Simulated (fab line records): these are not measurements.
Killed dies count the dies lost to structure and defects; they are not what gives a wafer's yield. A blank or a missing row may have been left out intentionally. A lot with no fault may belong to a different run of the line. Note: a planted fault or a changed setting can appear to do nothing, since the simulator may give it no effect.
Which tool was responsible? -- flow sky130 -- 18 wafers from 6 lots sampled at 4 of the route's 708 steps

## WHAT EACH GAUGE READ, for each wafer
SKY_VIA1_THK_MEAS_01.
lot,measured,on,VIA1_HDPCVD_THK (nm)
L374,day 34 01:38,film metro-02,1029 1032 1035
L376,day 34 14:22,film metro-01,1013 1011 1029
L378,day 35 04:18,film metro-02,709 723 716
L380,day 35 15:10,film metro-03,737 742 737
L393,day 39 16:52,film metro-01,1036 1048 1043
L395,day 40 10:47,film metro-03,1032 1054 1029

## WHAT TOOL EACH LOT RAN ON (gives the tool, then ch and the chambers of the sampled wafers, and finally the start)
lot,SKY_METAL1_SPUTTER_03,SKY_METAL1_METAL_ETCH_19,SKY_VIA1_HDPCVD_00
L374,"pvd sputter-03, day 32 21:34","rie metal-04 ch 0,1, day 34 00:50","hdpcvd-02 ch 1,2, day 34 01:31"
L376,"pvd sputter-01, day 33 10:16","rie metal-04 ch 1, day 34 13:29","hdpcvd-01 ch 0,1,2, day 34 14:16"
L378,"pvd sputter-01, day 34 00:14","rie metal-03 ch 0, day 35 03:25","hdpcvd-01 ch 0,1, day 35 04:11"
L380,"pvd sputter-03, day 34 11:34","rie metal-03 ch 0, day 35 14:18","hdpcvd-01 ch 0,1,2, day 35 15:04"
L393,"pvd sputter-01, day 38 14:31","rie metal-03 ch 1, day 39 15:58","hdpcvd-01 ch 0,1, day 39 16:45"
L395,"pvd sputter-03, day 39 09:04","rie metal-02 ch 1, day 40 09:56","hdpcvd-02 ch 1,2, day 40 10:40"
- SKY_METAL1_SPUTTER_03: material Ti, target thk 5 nm, time 3.3 s.
- SKY_METAL1_METAL_ETCH_19: etches the open film in Cl2/BCl3, stops on SiO2, target depth 360 nm, time 78 s.
- SKY_VIA1_HDPCVD_00: deposits SiO2, target thk 1030 nm, time 171.7 s.

## THE ANSWER, worked out from the rows above alone
Rule: the usual values come from the lots themselves. Put in order of their means at a reading, lots are off if they are a third of the lots or fewer, leave a main group of 4 or more, and stand apart from it by a gap of 3 or more times the standard deviation of the main group's means; of several such gaps the widest counts. Not used: any main group whose means are identical at the precision the tables above print for the reading. A lot without any number at a reading at which 4 lots or more have one is off too. All remaining lots with rows at the step are treated as sound.
Off: L378, L380, seen at SKY_VIA1_THK_MEAS_01 (VIA1_HDPCVD_THK). Mean 1033 nm and standard deviation 9.4 in the main group.
A tool fits if, at a process step before that reading, it ran every lot that is off, and no sound lot after the first of them. Those tools and the gauges at SKY_VIA1_THK_MEAS_01 are tried in the same way. No candidate that was tried fits.

## WHAT THE SIMULATOR HAD INSERTED
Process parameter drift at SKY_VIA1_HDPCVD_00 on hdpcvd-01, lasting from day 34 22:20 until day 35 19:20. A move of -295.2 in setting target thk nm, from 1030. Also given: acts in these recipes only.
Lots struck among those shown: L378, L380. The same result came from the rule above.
